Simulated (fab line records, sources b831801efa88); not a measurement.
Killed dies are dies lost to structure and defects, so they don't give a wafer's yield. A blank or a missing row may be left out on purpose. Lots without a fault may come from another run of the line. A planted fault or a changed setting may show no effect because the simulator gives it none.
Which tool did it? | flow sky130 | 12 lots, 36 wafers sampled, at 1 step of a route of 708

WHAT THE GAUGES READ, wafer by wafer
SKY_VIA2_BOW_MEAS_03.
lot  | measured     | on            | VIA2_BOW (um)
L352 | day 35 15:14 | film_metro-01 | 93 95 80
L357 | day 37 14:38 | film_metro-02 | 89 92 84
L359 | day 37 17:09 | film_metro-01 | 83 86 98
L358 | day 37 17:31 | film_metro-03 | 101 84 79
L364 | day 39 13:13 | film_metro-02 | 69 89 68
L366 | day 39 21:08 | film_metro-02 | 94 93 91
L367 | day 40 08:57 | film_metro-01 | 90 103 77
L368 | day 40 12:30 | film_metro-03 | 80 75 61
L369 | day 40 18:55 | film_metro-02 | 95 97 86
L370 | day 41 11:45 | film_metro-02 | 82 79 79
L371 | day 41 12:43 | film_metro-01 | 89 85 85
L372 | day 41 15:10 | film_metro-03 | 81 92 87

WHICH TOOL RAN EACH LOT (tool, then ch and the chambers of the sampled wafers, then the start)
The record holds no process step before these readings.

WHAT THE TOOLS THEMSELVES READ (means of the sampled wafers that have a number; where no wafer has one, the mark that the record gives instead)
The record holds no such reading with a usual standard deviation.

THE ANSWER, worked out from the rows above alone
Rule: what is usual is taken from the lots themselves. Put in order of their means at a reading, lots are off if they are a third of the lots or fewer, leave a main group of 4 or more, and stand apart from it by a gap of 3 or more times the standard deviation of the main group's means; of several such gaps the widest counts. A main group whose means are all the same, to the digits that the tables above print for the reading, isn't used. A lot without any number at a reading at which 4 lots or more have one is off too. The other lots that the step has rows for count as sound. The gauges are gone through in route order, then the tools' own readings, and for those a lot's mean is taken as printed above. The first step at which some lot is off is used, and at that step the reading that is off furthest; a lot without a number counts as furthest.
No lot is off at any reading shown: from this, nothing can be told.

WHAT THE SIMULATOR HAD PUT IN
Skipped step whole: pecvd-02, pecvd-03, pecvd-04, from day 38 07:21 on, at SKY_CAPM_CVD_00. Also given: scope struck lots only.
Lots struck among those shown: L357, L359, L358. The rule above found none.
